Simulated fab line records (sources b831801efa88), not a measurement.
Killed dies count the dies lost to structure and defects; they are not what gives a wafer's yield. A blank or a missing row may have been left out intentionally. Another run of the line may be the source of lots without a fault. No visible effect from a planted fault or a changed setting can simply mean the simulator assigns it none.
Comparing a struck lot with a sound one + flow sky130 + 16 steps out of a route of 708
Sound: the wafers L719.1, L719.2, L719.5. Struck: wafer L724.6 (L724.1, L724.3, from the same lot, were not struck and are left out); the cause is given at the end.
At each step with rows: each side's tool, then ch and its chambers, then its first start. Under that, the readings that differ: sound wafers + struck wafers + difference of the means + sigmas: that difference in standard deviations of wafers without a fault.
alike: readings whose means differ by less than 2 such deviations, and words and numbers that are the same on both sides. not compared: withheld readings, readings that some wafer has no value for, bounds like >300 that may hide the same value, and numbers for which the record gives no deviation and whose values overlap.
A row with sigmas, a row that says differs or no value, or rows on one side alone: a step with any of these is where the two part. Numbers that don't overlap but have no deviation are shown without sigmas and don't part them. A reading that every wafer of one side lacks parts them only if that side has two wafers or more.

SKY_VIA2_CMP_02: polishes SiO2.
  sound on cmp-01 ch 2,3, day 37 16:40; struck on cmp-01 ch 0, day 39 20:43
| reading             | sound          | struck | difference | sigmas |
|---------------------|----------------|--------|------------|--------|
| motor_current_A (A) | 13.6 12.1 12.9 | 10.3   | -2.6       | -3     |
SKY_VIA2_BOW_MEAS_03:
  sound on film_metro-04 at day 37 16:58; struck on film_metro-02 at day 39 21:01
  alike: VIA2_BOW
then, 8 steps without rows for these wafers: SKY_VIA2_DEHYDRATE_04 (time 60 s); SKY_VIA2_HMDS_05 (prime time 60 s); SKY_VIA2_COAT_06 (resist thk 60 nm); SKY_VIA2_COAT_07 (resist thk 450 nm); SKY_VIA2_SOFTBAKE_08 (time 90 s); SKY_VIA2_EXPOSE_09 (exposes mask VIM2, target cd 200 nm); SKY_VIA2_PEB_10; SKY_VIA2_DEVELOP_11 (develop time 60 s).
SKY_VIA2_CD_MEAS_12: the cd target is 200 nm.
  sound on cd_sem-02 at day 38 18:40; struck on cd_sem-02 at day 40 21:15
| reading    | sound             | struck | difference | sigmas |
|------------|-------------------|--------|------------|--------|
| cd_nm (nm) | 198.7 198.4 198.3 | 201.3  | +2.8       | +2     |
SKY_VIA2_OVL_MEAS_13:
  sound on overlay-02 at day 38 18:47; struck on overlay-02 at day 40 21:22
  alike: VIA2_OVL
SKY_VIA2_ETCH_14: etches BARC in N2/H2, stops on SiO2, time 45.9 s, target depth 60 nm.
  sound on rie_diel-01 ch 0,2,3, day 38 18:49; struck on rie_diel-01 ch 3, day 40 21:25
| reading                                     | sound                | struck | difference | sigmas |
|---------------------------------------------|----------------------|--------|------------|--------|
| throttle_valve_pct (%)                      | 13.228 13.212 13.213 | 13.199 | -0.019     | -2     |
| model.KrF-thick_of_VIA2_COAT_07.thk_nm (nm) | 392.2 390.5 391.8    | 401.2  | +9.7       |        |
  alike: drypump_motor_current_A, h2_flow_sccm, oes_product_au
  not compared: rf_hours_counter_h
SKY_VIA2_ETCH_15: etches SiO2 in C4F8/O2/Ar, stops on TiN, target depth 546 nm, time 84 s.
  sound on rie_diel-01 ch 0,2,3, day 38 18:52; struck on rie_diel-01 ch 3, day 40 21:27
| reading                                     | sound             | struck | difference | sigmas |
|---------------------------------------------|-------------------|--------|------------|--------|
| oes_product_au (a.u.)                       | 0.942 0.935 0.942 | 0.914  | -0.026     | -5     |
| model.KrF-thick_of_VIA2_COAT_07.thk_nm (nm) | 281.9 279.3 284.6 | 292.1  | +10.2      |        |
  not compared: rf_hours_counter_h
SKY_VIA2_STRIP_16: strips in O2/N2.
  sound on plasma_asher-01 ch 0,1, day 38 18:55; struck on plasma_asher-02 ch 1, day 40 21:31
| reading                      | sound             | struck | difference | sigmas |
|------------------------------|-------------------|--------|------------|--------|
| strip_time_to_endpoint_s (s) | 4.017 4.002 4.072 | 4.132  | +0.102     | +4     |
  alike: drypump_motor_current_A, oes_product_au
  not compared: rf_hours_counter_h
-- the record jumps here: 9 days lie between the struck wafers' starts before and after (it left off in module VIA2 and takes up again in module PAD_OPEN, whose first step shown is number 708 of the route) --
SKY_PAD_OPEN_PROBE_99:
  sound on prober-01 at day 47 19:52; struck on prober-01 at day 49 11:43
| reading                       | sound             | struck | difference | sigmas |
|-------------------------------|-------------------|--------|------------|--------|
| model.etest.via2_chain.rc_ohm | 10.66 10.85 10.08 | 11.48  | +0.95      |        |

WHERE THEY PART
First at SKY_VIA2_CMP_02; last, within this record, at SKY_VIA2_STRIP_16.

WHY: what had been put in by the simulator
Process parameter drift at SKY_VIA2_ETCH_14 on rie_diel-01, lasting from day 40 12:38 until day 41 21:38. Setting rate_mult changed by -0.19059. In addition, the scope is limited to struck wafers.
